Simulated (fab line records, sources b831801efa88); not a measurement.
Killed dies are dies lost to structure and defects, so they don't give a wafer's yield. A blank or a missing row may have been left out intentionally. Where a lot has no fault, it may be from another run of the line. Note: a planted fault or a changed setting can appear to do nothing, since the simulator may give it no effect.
A single fault, viewed from 2 desks + flow gf180mcu + what lay behind the numbers comes last; until then each desk has only its own

## AT THE TOOL OWNER'S DESK: litho_track-04
At GF_HV_LDD_DEHYDRATE_00 (time 60 s), the tool's own readings, given per lot that ran on this tool as the mean of the sampled wafers with a number. Marked OUT: a lot whose mean sits more than 4 standard deviations from the usual mean, which makes it out of limits; the brackets give that distance.
Columns: A = chill_plate_temp_C at GF_HV_LDD_DEHYDRATE_00, usual 23.01 C; B = heater_power_total_W at GF_HV_LDD_DEHYDRATE_00, usual 160.36 W; C = plate_temp_C at GF_HV_LDD_DEHYDRATE_00, usual 200.03 C
| lot  | first seen here | A     | B                | C                |
|------|-----------------|-------|------------------|------------------|
| L303 | day 10 21:02    | 23.04 | 160.31           | 199.85           |
| L307 | day 11 21:35    | 23.13 | 160.31           | 199.86           |
| L312 | day 13 12:40    | 23.03 | 160.27           | 200.10           |
| L314 | day 14 06:31    | 22.96 | 160.25           | 199.83           |
| L315 | day 14 11:47    | 22.95 | 153.27 (-59) OUT | 192.92 (-42) OUT |
| L316 | day 14 13:44    | 22.97 | 153.11 (-60) OUT | 193.02 (-41) OUT |
| L319 | day 15 08:59    | 22.95 | 153.20 (-60) OUT | 193.03 (-41) OUT |
This desk finds L315, L316, L319 out of limits, L315 being first, at day 14 11:47 (heater_power_total_W at GF_HV_LDD_DEHYDRATE_00). L303, L307, L312, L314 stayed within limits.

## FROM THE METROLOGY DESK
Means of the sampled wafers that have a number, per lot and without regard to the tool the lot ran on: this is what the gauges read. Marked OUT: a lot whose mean sits more than 4 standard deviations from the usual mean, which makes it out of limits; the brackets give that distance.
Columns: A = V1_W_THK at GF_V1_THK_MEAS_25, usual 356 nm
| lot  | first seen here | A   |
|------|-----------------|-----|
| L301 | day 19 00:00    | 361 |
| L302 | day 19 16:22    | 364 |
| L303 | day 19 17:59    | 367 |
| L304 | day 20 09:37    | 354 |
| L305 | day 20 22:14    | 355 |
| L307 | day 21 03:50    | 356 |
| L306 | day 21 04:13    | 353 |
| L309 | day 21 20:01    | 359 |
| L312 | day 23 05:58    | 348 |
| L314 | day 23 22:29    | 352 |
| L315 | day 24 04:32    | 348 |
| L316 | day 24 06:44    | 345 |
| L319 | day 25 04:14    | 358 |
| L321 | day 25 21:52    | 354 |
Finding of this desk: none of the 14 lots has anything out of limits.

## TAKEN TOGETHER
On L315, L316, L319, at day 14 11:47, an alarm was possible from the tool owner's desk.
Nothing out of limits was seen by the metrology desk.
The metrology desk has L315, L316, L319 on record, within its limits.
Of the lots named, all ran GF_HV_LDD_DEHYDRATE_00 on litho_track-04.

## WHAT HAD BEEN PUT IN BY THE SIMULATOR
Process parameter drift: litho_track-04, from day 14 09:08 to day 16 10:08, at GF_HV_LDD_DEHYDRATE_00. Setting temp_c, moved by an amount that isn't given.
Shown lots that were struck: L315, L316, L319.
Time in hours from fault onset to the first out-of-limits reading at each desk: the tool owner's desk, 3.
